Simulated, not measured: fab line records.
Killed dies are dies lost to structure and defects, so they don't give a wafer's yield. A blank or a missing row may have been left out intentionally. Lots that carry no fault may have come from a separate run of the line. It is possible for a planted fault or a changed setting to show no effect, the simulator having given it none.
The tool behind it: which one? -- flow gf180mcu -- 6 lots with 18 wafers sampled at 2 steps, on a route of 602 steps

## WHAT EACH GAUGE READ, for each wafer
GF_VT_IMPLANT_RS_MEAS_48: measures by four-point-probe.
lot,measured,on,LVPWELL_RS (ohm/sq)
L170,day 7 20:40,film-metro-01,1192.8 1194.8 1197.0
L174,day 8 19:06,film-metro-02,1201.3 1196.8 1203.2
L176,day 9 10:22,film-metro-01,1196.2 1195.6 1194.6
L181,day 10 17:52,film-metro-01,1197.8 1194.2 1198.2
L187,day 12 18:17,film-metro-03,1196.4 1199.7 1198.6
L190,day 13 11:55,film-metro-03,1197.1 1193.6 1192.9

## WHICH TOOL RAN EACH LOT (tool, then ch and the chambers of the sampled wafers, then the start)
lot,GF_LVPWELL_IMPLANT_08
L170,"implanter-01 ch 0, day 4 04:53"
L174,"implanter-01 ch 0, day 5 00:18"
L176,"implanter-03 ch 0, day 5 11:21"
L181,"implanter-01 ch 0, day 6 15:09"
L187,"implanter-01 ch 0, day 8 05:25"
L190,"implanter-04 ch 0, day 8 19:43"
- GF_LVPWELL_IMPLANT_08

## THE ANSWER, worked out from the rows above alone
Rule: the lots themselves supply what counts as usual. Put in order of their means at a reading, lots are off if they are a third of the lots or fewer, leave a main group of 4 or more, and stand apart from it by a gap of 3 or more times the standard deviation of the main group's means; of several such gaps the widest counts. The tables above print the reading to a certain number of digits; a main group whose means all agree to those digits is not used. Also off: a lot with no number at a reading for which 4 or more lots have one. All remaining lots with rows at the step are treated as sound.
None of the lots is off at any reading shown; this tells nothing.

## WHAT THE SIMULATOR HAD INSERTED
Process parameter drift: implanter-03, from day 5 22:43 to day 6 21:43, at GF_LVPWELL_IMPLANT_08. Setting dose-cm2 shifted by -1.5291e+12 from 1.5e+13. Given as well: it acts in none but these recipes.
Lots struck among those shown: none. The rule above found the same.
